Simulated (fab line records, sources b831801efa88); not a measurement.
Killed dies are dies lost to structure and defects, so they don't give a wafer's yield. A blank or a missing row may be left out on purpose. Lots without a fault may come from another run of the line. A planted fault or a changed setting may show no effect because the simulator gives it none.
Tool commonality check | flow gf180mcu | 12 lots, 36 wafers sampled

WHY IT WAS OPENED
At GF_V2_CD_MEAS_14 the reading cd_nm is flagged on 2 of 12 lots. Wafers without a fault read 260.3 nm, standard deviation 1.2.
Rule: a lot is flagged when every wafer of it that has a number lies more than 4 standard deviations from that mean, or none has a number. The other lots count as sound.

lot  | measured     | on        | cd_nm (nm), wafer by wafer | flag
L594 | day 20 14:02 | cd_sem-02 | 258.8 259.3 259.3          |
L597 | day 21 19:58 | cd_sem-02 | 259.6 258.9 260.0          |
L599 | day 22 20:21 | cd_sem-01 | 252.4 251.8 252.0          | FLAGGED
L602 | day 23 08:39 | cd_sem-02 | 252.9 252.4 252.7          | FLAGGED
L608 | day 26 01:02 | cd_sem-02 | 261.4 261.0 260.2          |
L609 | day 26 01:05 | cd_sem-01 | 261.2 261.5 261.3          |
L610 | day 26 06:04 | cd_sem-01 | 261.4 261.8 260.4          |
L611 | day 26 22:32 | cd_sem-02 | 260.9 259.7 260.0          |
L612 | day 26 23:52 | cd_sem-02 | 258.5 258.7 257.1          |
L613 | day 27 04:43 | cd_sem-02 | 261.0 261.2 260.8          |
L614 | day 27 16:28 | cd_sem-02 | 262.4 260.9 261.8          |
L616 | day 27 21:53 | cd_sem-01 | 260.4 259.3 258.6          |
The numbers of the flagged lots are 252.4 nm on average: -7.9 nm against the usual, or -7 standard deviations.

WHICH TOOL RAN EACH LOT
The record holds 3 process steps before the reading, out of a route of 602 steps. In each cell: the tool, then ch and the chambers that the sampled wafers went through, then the start.
lot  | flag    | GF_M2_SPUTTER_00             | GF_V2_CMP_04                  | GF_V2_PEB_12
L594 |         | pvd_sputter-04, day 18 13:16 | cmp-02 ch 0,1,3, day 19 14:17 | litho_track-04 ch 0, day 20 13:42
L597 |         | pvd_sputter-04, day 19 17:53 | cmp-01 ch 0,2,3, day 20 19:28 | litho_track-04 ch 0, day 21 19:37
L599 | FLAGGED | pvd_sputter-04, day 20 18:56 | cmp-01 ch 0,2,3, day 21 20:40 | litho_track-04 ch 0, day 22 20:02
L602 | FLAGGED | pvd_sputter-01, day 21 11:04 | cmp-01 ch 1,2,3, day 22 10:55 | litho_track-04 ch 0, day 23 08:20
L608 |         | pvd_sputter-03, day 24 03:47 | cmp-01 ch 1,2,3, day 25 02:52 | litho_track-03 ch 0, day 26 00:41
L609 |         | pvd_sputter-01, day 24 03:52 | cmp-01 ch 1,2,3, day 25 03:19 | litho_track-04 ch 0, day 26 00:44
L610 |         | pvd_sputter-01, day 24 08:44 | cmp-02 ch 0,1,2, day 25 08:18 | litho_track-04 ch 0, day 26 05:43
L611 |         | pvd_sputter-04, day 25 02:18 | cmp-01 ch 1,2, day 26 01:19   | litho_track-04 ch 0, day 26 22:11
L612 |         | pvd_sputter-01, day 25 04:33 | cmp-02 ch 0,2,3, day 26 03:13 | litho_track-04 ch 0, day 26 23:31
L613 |         | pvd_sputter-03, day 25 09:38 | cmp-02 ch 1,2, day 26 07:59   | litho_track-04 ch 0, day 27 04:22
L614 |         | pvd_sputter-03, day 25 22:31 | cmp-01 ch 2,3, day 26 20:19   | litho_track-03 ch 0, day 27 16:07
L616 |         | pvd_sputter-04, day 26 03:37 | cmp-01 ch 0,2, day 27 01:29   | litho_track-03 ch 0, day 27 21:32
What these steps do:
- GF_M2_SPUTTER_00: material Ti, target thk 37.5 nm, time 150 s.
- GF_V2_CMP_04: polishes SiO2.
- GF_V2_PEB_12: peb time 90 s.
- GF_V2_CD_MEAS_14: target cd 260 nm.

FLAGGED OVER TOTAL, TOOL BY TOOL (the gauges that took the reading come last)
step             | tool           | lots run | flagged | share of the flagged lots | sound lots run after its first flagged lot
GF_M2_SPUTTER_00 | pvd_sputter-01 | 4        | 1       | some                      | 3 (L609,L610,L612)
GF_M2_SPUTTER_00 | pvd_sputter-03 | 3        | 0       | none                      | -
GF_M2_SPUTTER_00 | pvd_sputter-04 | 5        | 1       | some                      | 2 (L611,L616)
GF_V2_CMP_04     | cmp-01         | 8        | 2       | all                       | 5 (L608,L609,L611,L614,L616)
GF_V2_CMP_04     | cmp-02         | 4        | 0       | none                      | -
GF_V2_PEB_12     | litho_track-03 | 3        | 0       | none                      | -
GF_V2_PEB_12     | litho_track-04 | 9        | 2       | all                       | 5 (L609,L610,L611,L612,L613)
GF_V2_CD_MEAS_14 | cd_sem-01      | 4        | 1       | some                      | 3 (L609,L610,L616)
GF_V2_CD_MEAS_14 | cd_sem-02      | 8        | 1       | some                      | 5 (L608,L611,L612,L613,L614)

WHAT THE TABLE ALLOWS
2 rows of the table ran every flagged lot: cmp-01 at GF_V2_CMP_04, litho_track-04 at GF_V2_PEB_12.
- cmp-01 at GF_V2_CMP_04: 2 of its 8 lots flagged. Sound lots ran on it after the first flagged one (L608, L609, L611, L614, L616), which a lasting fault on the whole tool wouldn't allow.
- litho_track-04 at GF_V2_PEB_12: 2 of its 9 lots flagged. Sound lots ran on it after the first flagged one (L609, L610, L611, L612, L613), which a lasting fault on the whole tool wouldn't allow. Its own readings lie more than 4 standard deviations out on every wafer of the flagged lots: heater_power_total_W, plate_temp_C.
No row of the table ran every flagged lot and no sound lot after the first.

WHAT THE SIMULATOR HAD PUT IN
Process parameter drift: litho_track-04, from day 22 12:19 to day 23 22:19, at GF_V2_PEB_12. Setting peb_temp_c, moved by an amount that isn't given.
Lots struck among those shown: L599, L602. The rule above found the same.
